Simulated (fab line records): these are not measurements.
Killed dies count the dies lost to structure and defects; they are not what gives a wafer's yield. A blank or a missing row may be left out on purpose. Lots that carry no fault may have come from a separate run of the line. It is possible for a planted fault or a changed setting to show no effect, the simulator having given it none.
fab line records | flow sky130
record: lots: 5 | wafers: 15 | lastDay: 51
route steps=708 shown LOCAL_INTERCONNECT@400 CONTACT@406
lots that met no fault: from a run of the same line without faults
startH: start of the lot's first displayed wafer, in hours after the record's first day | waitH: time in hours since the lot's previous step | " repeats the value in the row above | L1.1+2: one row covering several wafers at once | - value missing, or start not given | * or withheld: withheld | < > ~ a bound
route shown NAME@n: a module of which the file shows steps, and the number in the route of the first | usual: mean/standard deviation of fault-free wafers | same: alike in all rows | chamber/n: place in a boat | sites: readings site by site | _std_site: standard deviation of those values | _edge_site: mean of outer sites minus mean of inner sites | radiusMm: for every site, how far away it sits from the centre of the wafer | mask NAME#n: copy n | behind: the last tool/chamber to shape the wafer | hold: cause of the lot's hold/its duration in hours/its outcome | device: whichever transistor did not switch (one of n, p or np) | end of line: the route-end tests of the same wafers | step lacking rows: just its recipe | killed: count of dies lost to structure and defects at first sort (not the wafer's yield) | map: a wafer's dies, x killed, . not, _ none there
set.NAME: the run value of the setting; set.NAME@STEP: its run value at that earlier step | model.NAME: the simulator's own value behind a step, which no gauge read
certain route steps with their lots: each step a table, each wafer a row
services: when a tool's chamber went out of use (startH, in hours from the record's first day, below 0 if earlier), for how many hours, and the reason
== steps ==
step: SKY_LOCAL_INTERCONNECT_ETCH_13
recipe: chemistry: N2/H2 | target: BARC | ionEnergyEv: 200 | biasW: 100 | pressureMtorr: 30 | n2FlowSccm: 100 | h2FlowSccm: 200 | icpW: 500 | stopOn: SiO2 | timeS: 45.9 | targetDepthA: 600
usual: drypumpMotorCurrentA: 5.5/0.36 | n2FlowSccm: 100.0/0.35 | oesProductAu: 0.855/0.005 | throttleValvePct: 13.225/0.0093
lot.wafer | tool        | chamber | startH | waitH | drypumpMotorCurrentA | n2FlowSccm | oesProductAu | rfHoursCounterH | throttleValvePct
L076.1    | rieMetal-04 | 0       | 754.10 | 0.0   | 5.9                  | 100.0      | 0.861        | 1               | 13.220
L076.3    | "           | 1       | "      | "     | 5.7                  | 99.6       | 0.852        | -               | 13.227
L076.6    | "           | 0       | "      | "     | 5.9                  | 100.2      | 0.847        | -               | 13.222
L080.3    | rieMetal-01 | 0       | 769.27 | 0.0   | 5.1                  | 100.0      | 0.856        | -               | 13.244
L080.5    | "           | 0       | "      | "     | 5.1                  | 100.4      | 0.856        | -               | 13.223
L080.6    | "           | 1       | "      | "     | 5.3                  | 100.0      | 0.859        | -               | 13.214
L082.2    | rieMetal-03 | 1       | 769.95 | 0.0   | 5.0                  | 100.4      | 0.860        | 9               | 13.209
L082.3    | "           | 0       | "      | "     | 5.7                  | 100.1      | 0.851        | -               | 13.239
L082.6    | "           | 0       | "      | "     | 5.7                  | 99.3       | 0.852        | -               | 13.221
L081.1    | rieMetal-01 | 1       | 770.30 | 0.0   | 5.2                  | 100.0      | 0.857        | 5               | 13.225
L081.3    | "           | 1       | "      | "     | 5.3                  | 100.2      | 0.854        | -               | 13.233
L081.5    | "           | 1       | "      | "     | 5.2                  | 100.3      | 0.849        | -               | 13.222
L088.1    | rieMetal-01 | 1       | 903.32 | 0.0   | 5.2                  | 99.7       | 0.859        | 10              | 13.232
L088.3    | "           | 0       | "      | "     | 5.1                  | 99.9       | 0.862        | -               | 13.223
L088.6    | "           | 0       | "      | "     | 5.1                  | 100.6      | 0.858        | -               | 13.238
step: SKY_LOCAL_INTERCONNECT_METAL_ETCH_14
recipe: targetDepthNm: 110 | stopOn: PSG | chemistry: Cl2/BCl3 | target: TiN | resistSidewallDeg: 88 | pressureMtorr: 10 | icpW: 900 | biasW: 48.5 | Cl2_flow_sccm: 60 | bcl3FlowSccm: 30 | timeS: 31.4
usual: bcl3FlowSccm: 29.99/0.084 | drypumpMotorCurrentA: 5.5/0.36 | oesProductAu: 0.940/0.0081 | throttleValvePct: 21.902/0.0099
lot.wafer | tool        | chamber | startH | waitH | bcl3FlowSccm | drypumpMotorCurrentA | oesProductAu | rfHoursCounterH | throttleValvePct
L076.1    | rieMetal-04 | 0       | 754.16 | 0.0   | 29.97        | 5.9                  | 0.933        | 1               | 21.901
L076.3    | "           | 1       | "      | "     | 30.08        | 5.7                  | 0.947        | -               | 21.892
L076.6    | "           | 0       | "      | "     | 30.07        | 5.9                  | 0.932        | -               | 21.895
L080.3    | rieMetal-01 | 0       | 769.33 | 0.0   | 30.06        | 5.1                  | 0.944        | -               | 21.890
L080.5    | "           | 0       | "      | "     | 29.97        | 5.1                  | 0.953        | -               | 21.891
L080.6    | "           | 1       | "      | "     | 30.00        | 5.2                  | 0.938        | -               | 21.909
L082.2    | rieMetal-03 | 1       | 770.01 | 0.0   | 30.06        | 5.0                  | 0.946        | 9               | 21.894
L082.3    | "           | 0       | "      | "     | 30.05        | 5.6                  | 0.949        | -               | 21.902
L082.6    | "           | 0       | "      | "     | 30.01        | 5.7                  | 0.938        | -               | 21.908
L081.1    | rieMetal-01 | 1       | 770.36 | 0.0   | 30.07        | 5.3                  | 0.956        | 5               | 21.899
L081.3    | "           | 1       | "      | "     | 30.07        | 5.3                  | 0.948        | -               | 21.897
L081.5    | "           | 1       | "      | "     | 29.99        | 5.3                  | 0.950        | -               | 21.878
L088.1    | rieMetal-01 | 1       | 903.39 | 0.0   | 30.12        | 5.3                  | 0.940        | 10              | 21.908
L088.3    | "           | 0       | "      | "     | 29.86        | 5.1                  | 0.924        | -               | 21.909
L088.6    | "           | 0       | "      | "     | 30.14        | 5.1                  | 0.928        | -               | 21.919
step: SKY_LOCAL_INTERCONNECT_STRIP_15
recipe: chemistry: O2/N2 | powerW: 1400 | pressureMtorr: 1500 | platenTempC: withheld | o2FlowSccm: 3000 | n2FlowSccm: 300 | overashFraction: 0.5
usual: drypumpMotorCurrentA: 5.69/0.21 | n2FlowSccm: 300.0/0.91 | oesProductAu: 0.428/0.0051 | stripTimeToEndpointS: 4.73/0.035
lot.wafer | tool           | chamber | startH | waitH | drypumpMotorCurrentA | n2FlowSccm | oesProductAu | rfHoursCounterH | stripTimeToEndpointS
L076.1    | plasmaAsher-03 | 1       | 754.21 | 0.0   | 5.13                 | 301.5      | 0.430        | 87              | 4.80
L076.3    | "              | 0       | "      | "     | 5.46                 | 299.5      | 0.426        | -               | 4.74
L076.6    | "              | 1       | "      | "     | 5.14                 | 301.1      | 0.426        | -               | 4.78
L080.3    | plasmaAsher-04 | 1       | 769.40 | 0.1   | 5.77                 | 298.9      | 0.434        | -               | 4.73
L080.5    | "              | 1       | "      | "     | 5.83                 | 299.7      | 0.428        | -               | 4.73
L080.6    | "              | 0       | "      | "     | 5.80                 | 299.8      | 0.426        | -               | 4.67
L082.2    | plasmaAsher-03 | 1       | 770.06 | 0.0   | 5.14                 | 299.6      | 0.436        | 88              | 4.74
L082.3    | "              | 1       | "      | "     | 5.14                 | 299.8      | 0.421        | -               | 4.69
L082.6    | "              | 1       | "      | "     | 5.15                 | 298.8      | 0.424        | -               | 4.70
L081.1    | plasmaAsher-02 | 1       | 770.41 | 0.0   | 5.77                 | 299.6      | 0.428        | 3               | 4.68
L081.3    | "              | 0       | "      | "     | 5.78                 | 299.6      | 0.419        | -               | 4.67
L081.5    | "              | 0       | "      | "     | 5.78                 | 300.5      | 0.425        | -               | 4.69
L088.1    | plasmaAsher-04 | 0       | 903.44 | 0.0   | 5.83                 | 299.6      | 0.419        | 76              | 4.73
L088.3    | "              | 1       | "      | "     | 5.83                 | 300.1      | 0.430        | -               | 4.73
L088.6    | "              | 0       | "      | "     | 5.81                 | 299.8      | 0.421        | -               | 4.73
step: SKY_LOCAL_INTERCONNECT_STRIP_16
recipe: chemistry: postEtchResidueRemover | timeS: 1200 | tempC: 72.5
lot.wafer  | tool        | chamber | startH | waitH
L076.1+3+6 | wetBench-03 | 0       | 754.31 | 0.1
L080.3+5+6 | wetBench-03 | 3       | 769.46 | 0.0
L082.2+3+6 | wetBench-03 | 3       | 770.16 | 0.1
L081.1+3+5 | wetBench-04 | 1       | 770.51 | 0.1
L088.1+3+6 | wetBench-03 | 2       | 903.54 | 0.1
step: SKY_LOCAL_INTERCONNECT_CLEAN_17
recipe: chemistry: IPA | timeS: 180 | tempC: 25
lot.wafer  | tool        | chamber | startH | waitH
L076.1+3+6 | wetBench-04 | 0       | 754.66 | 0.0
L080.3+5+6 | wetBench-04 | 2       | 769.81 | 0.0
L082.2+3+6 | wetBench-02 | 1       | 770.51 | 0.0
L081.1+3+5 | wetBench-02 | 2       | 770.86 | 0.0
L088.1+3+6 | wetBench-04 | 3       | 903.88 | 0.0
step: SKY_LOCAL_INTERCONNECT_CLEAN_18
recipe: chemistry: O3/DIW | dry: n2Spin
lot.wafer  | tool        | chamber | startH | waitH
L076.1+3+6 | wetBench-02 | 1       | 754.72 | 0.0
L080.3+5+6 | wetBench-03 | 2       | 769.86 | 0.0
L082.2+3+6 | wetBench-02 | 0       | 770.56 | 0.0
L081.1+3+5 | wetBench-04 | 0       | 770.91 | 0.0
L088.1+3+6 | wetBench-02 | 0       | 903.94 | 0.0
step: SKY_CONTACT_CVD_00
recipe: material: Si3N4 | targetThkNm: 75 | tempC: 400 | timeS: withheld | rfW: 450
usual: heaterPowerW: 686/76 | susceptorTempC: 399.99/0.22
lot.wafer | tool     | chamber | startH | waitH | heaterPowerW | susceptorTempC
L076.1    | pecvd-01 | 1       | 754.81 | 0.0   | 594          | 400.36
L076.3    | "        | 2       | "      | "     | 616          | 400.06
L076.6    | "        | 2       | "      | "     | 603          | 399.88
L080.3    | pecvd-04 | 0       | 769.96 | 0.0   | 563          | 399.74
L080.5    | "        | 2       | "      | "     | 718          | 400.61
L080.6    | "        | 1       | "      | "     | 660          | 400.38
L082.2    | pecvd-03 | 1       | 770.66 | 0.0   | 707          | 400.32
L082.3    | "        | 0       | "      | "     | 632          | 400.17
L082.6    | "        | 2       | "      | "     | 703          | 399.94
L081.1    | pecvd-04 | 0       | 771.01 | 0.0   | 558          | 399.92
L081.3    | "        | 1       | "      | "     | 687          | 400.04
L081.5    | "        | 0       | "      | "     | 565          | 400.02
L088.1    | pecvd-03 | 0       | 904.04 | 0.0   | 663          | 399.99
L088.3    | "        | 2       | "      | "     | 871          | 400.22
L088.6    | "        | 1       | "      | "     | 662          | 400.00
step: SKY_CONTACT_THK_MEAS_01
recipe: reads: Si3N4_of_CONTACT_CVD_00
usual: CONTACT_CVD_00_THK: 75.8/1.3
lot.wafer | tool         | chamber | startH | waitH | CONTACT_CVD_00_THK[nm]
L076.1    | filmMetro-02 | -       | 754.84 | -     | 74.1
L076.3    | "            | -       | "      | "     | 73.3
L076.6    | "            | -       | "      | "     | 74.0
L080.3    | filmMetro-04 | -       | 770.01 | -     | 74.9
L080.5    | "            | -       | "      | "     | 74.6
L080.6    | "            | -       | "      | "     | 75.0
L082.2    | filmMetro-01 | -       | 770.70 | -     | 75.5
L082.3    | "            | -       | "      | "     | 76.0
L082.6    | "            | -       | "      | "     | 77.3
L081.1    | filmMetro-04 | -       | 771.04 | -     | 75.9
L081.3    | "            | -       | "      | "     | 75.5
L081.5    | "            | -       | "      | "     | 76.9
L088.1    | filmMetro-01 | -       | 904.08 | -     | 74.6
L088.3    | "            | -       | "      | "     | 75.9
L088.6    | "            | -       | "      | "     | 77.2
step: SKY_CONTACT_HDPCVD_02
recipe: material: SiO2 | targetThkNm: 565 | sigmaOpenFrac: 0.3 | timeS: 94.2 | tempC: 600 | sih4FlowSccm: 60 | pressureMtorr: 6
usual: susceptorTempC: 600.04/0.3
lot.wafer | tool      | chamber | startH | waitH | susceptorTempC
L076.1    | hdpcvd-02 | 2       | 754.90 | 0.1   | 599.55
L076.3    | "         | 1       | "      | "     | 600.47
L076.6    | "         | 0       | "      | "     | 599.60
L080.3    | hdpcvd-02 | 2       | 770.05 | 0.0   | 600.20
L080.5    | "         | 2       | "      | "     | 600.51
L080.6    | "         | 0       | "      | "     | 599.68
L082.2    | hdpcvd-02 | 0       | 770.75 | 0.0   | 599.49
L082.3    | "         | 2       | "      | "     | 600.12
L082.6    | "         | 0       | "      | "     | 599.84
L081.1    | hdpcvd-01 | 1       | 771.10 | 0.1   | 600.29
L081.3    | "         | 2       | "      | "     | 599.62
L081.5    | "         | 2       | "      | "     | 599.59
L088.1    | hdpcvd-02 | 2       | 904.14 | 0.1   | 600.43
L088.3    | "         | 1       | "      | "     | 599.80
L088.6    | "         | 1       | "      | "     | 599.77
== services ==
tool           | chamber | startH | hours | kind
plasmaAsher-02 | -       | 733.75 | 9.0   | pm
pecvd-01       | -       | 739.32 | 0.9   | repair
rieMetal-04    | -       | 739.63 | 1.2   | repair
hdpcvd-02      | 2       | 745.39 | 5.4   | repair
plasmaAsher-02 | -       | 775.79 | 2.8   | pm
plasmaAsher-04 | -       | 780.83 | 14.6  | pm
plasmaAsher-03 | -       | 784.23 | 14.6  | pm
pecvd-04       | 0       | 797.18 | 4.5   | repair
hdpcvd-02      | -       | 811.44 | 1.7   | repair
hdpcvd-01      | -       | 819.59 | 0.7   | repair
rieMetal-01    | -       | 824.85 | 2.8   | pm
plasmaAsher-03 | -       | 827.92 | 3.6   | repair
rieMetal-01    | 0       | 829.20 | 5.3   | repair
pecvd-04       | 1       | 836.71 | 2.7   | repair
plasmaAsher-02 | -       | 839.52 | 1.4   | repair
pecvd-01       | -       | 848.39 | 5.5   | pm
hdpcvd-02      | -       | 851.88 | 4.3   | pm
rieMetal-03    | 1       | 852.96 | 27.5  | repair
rieMetal-04    | 0       | 860.98 | 3.8   | repair
pecvd-03       | 1       | 867.07 | 11.2  | repair
rieMetal-01    | -       | 869.76 | 0.3   | repair
rieMetal-01    | -       | 889.09 | 1.4   | pm
plasmaAsher-03 | -       | 891.45 | 23.7  | pm
rieMetal-01    | -       | 903.75 | 2.5   | repair
== key ==
fault none
